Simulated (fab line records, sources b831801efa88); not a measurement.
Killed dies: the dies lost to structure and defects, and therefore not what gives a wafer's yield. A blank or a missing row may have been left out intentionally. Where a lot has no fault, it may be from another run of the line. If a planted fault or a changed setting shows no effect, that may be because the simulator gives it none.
8D (eight disciplines) problem report, filled in by code / flow sky130 / the parts of the form that need people (team, actions taken, sign-off) are left out

1. WHAT WENT WRONG
Mean DNWELL_TW at SKY_DNWELL_TW_MEAS_09: 1155 over 4 wafers in 3 lots; fault-free wafers: 1098, standard deviation 10. That is +5.7 standard deviations from the usual mean.
Seen first at day 5 20:04 on filmMetro-04, wafer L867.1. The record has a number at this step for 42 wafers belonging to 15 lots. Rule for "out" (also "out of limits"): further than 4 standard deviations from the usual mean. The rest of the wafers with a number are treated as sound.

2. WHAT IT IS, WHAT IT ISN'T
question=which readings at this step | is=DNWELL_TW | is not=-
question=which lots | is=L867, L871, L873 | is not=L855, L856, L858, L860, L861, L862, L863, L874, L875, L876, L877, L878
question=which wafers of those lots | is=L867.1, L871.1, L871.5, L873.1 | is not=L867.3, L873.3
question=read on which gauges | is=filmMetro-03, filmMetro-04 | is not=filmMetro-01
question=when | is=from day 5 20:04 | is not=up to then (22 sound wafers); but 16 sound wafers of L873, L874, L875, L876, L877, L878 came after

3. SUSPECTS, AND WHAT RULES EACH OUT
Counting: if a tool at a process step up to the reading ran every lot that is out, it stays a suspect. Sound lots after the first of them don't rule it out here, since some wafers of a struck lot are sound.
- the gauge at SKY_DNWELL_TW_MEAS_09: ruled out. The wafers that are out were read on 2 gauges (filmMetro-03, filmMetro-04).
- implanter-04 at SKY_DNWELL_IMPLANT_07: kept. It processed each lot that is out (first: L867, day 5 19:49); up to then, its last sound lot is L863 (day 4 23:50).
Left after counting: implanter-04 at SKY_DNWELL_IMPLANT_07.

4. THE CAUSE (what the simulator had put in)
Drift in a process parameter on implanter-04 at SKY_DNWELL_IMPLANT_07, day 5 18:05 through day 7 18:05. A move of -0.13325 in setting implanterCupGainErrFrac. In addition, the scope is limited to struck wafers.
The count eliminated every tool but this one.

5. THE EFFECT CHAIN, in route order
Each row: a reading where the mean over the struck wafers with a number is more than 3 standard deviations away from the usual. Only readings whose record carries a usual standard deviation are examined. hours: median over the lots of the time between each lot's start at the first step of this table that gives one and its start at this step. sigmas: the change, counted in usual standard deviations.
hours=0; step=SKY_DNWELL_TW_MEAS_09; reading=DNWELL_TW; usual=1098; on struck wafers=1155; change=+57; sigmas=+5.7
Later steps that measure or inspect, where all struck wafers having a row at the step show a number for every such reading and not one has moved that far: SKY_NWELL_TW_MEAS_26, SKY_VT_ADJUST_HVTP_CD_MEAS_07.

6. WHAT WOULD HAVE CAUGHT IT SOONER
In this record the first reading out of limits at a measuring or inspecting step was taken at day 5 20:04, 2 hours after the fault began at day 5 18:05.
Among the 3 lots that are out, L871, L873 began SKY_DNWELL_IMPLANT_07 on implanter-04 after day 5 20:04. A hold on the tool at that time would have spared those 2.
